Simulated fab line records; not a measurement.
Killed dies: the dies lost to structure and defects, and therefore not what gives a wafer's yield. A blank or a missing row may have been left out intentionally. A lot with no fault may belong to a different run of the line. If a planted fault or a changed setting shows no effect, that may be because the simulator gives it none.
Which tool is to blame? | flow gf180mcu | route of 602 steps, sampled at 1 step: 12 lots, 36 wafers

WHAT THE GAUGES READ, wafer by wafer
GF_V3_THK_MEAS_01.
lot  | measured     | on            | V3_CVD_00_THK (nm)
L075 | day 21 03:34 | film metro-03 | 594 588 595
L077 | day 22 05:16 | film metro-03 | 608 601 590
L079 | day 22 16:40 | film metro-04 | 597 600 594
L081 | day 23 13:44 | film metro-03 | 606 601 594
L083 | day 24 21:34 | film metro-04 | 609 605 613
L085 | day 25 19:35 | film metro-02 | 600 602 585
L087 | day 26 10:25 | film metro-03 | 601 617 599
L090 | day 27 04:19 | film metro-04 | 593 605 587
L092 | day 27 18:45 | film metro-03 | 583 603 598
L093 | day 28 03:52 | film metro-02 | 600 593 590
L096 | day 28 14:10 | film metro-02 | 612 613 596
L097 | day 29 04:49 | film metro-04 | 608 599 607

WHAT TOOL EACH LOT RAN ON (gives the tool, then ch and the chambers of the sampled wafers, and finally the start)
There is no process step in the record ahead of these readings.

THE ANSWER, worked out from the rows above alone
Rule: what is usual is taken from the lots themselves. The widest of any qualifying gaps counts: lots, ordered by their means at a reading, are off when they make up no more than a third of the lots, leave a main group of 4 or more, and stand apart from it by 3 or more times the standard deviation of that group's means. If all means in a main group match to the digits the tables above print for the reading, that group is not used. Also off: a lot with no number at a reading for which 4 or more lots have one. The other lots that the step has rows for count as sound.
Nothing can be told from this: no lot is off at any reading shown.

WHAT THE SIMULATOR HAD PUT IN
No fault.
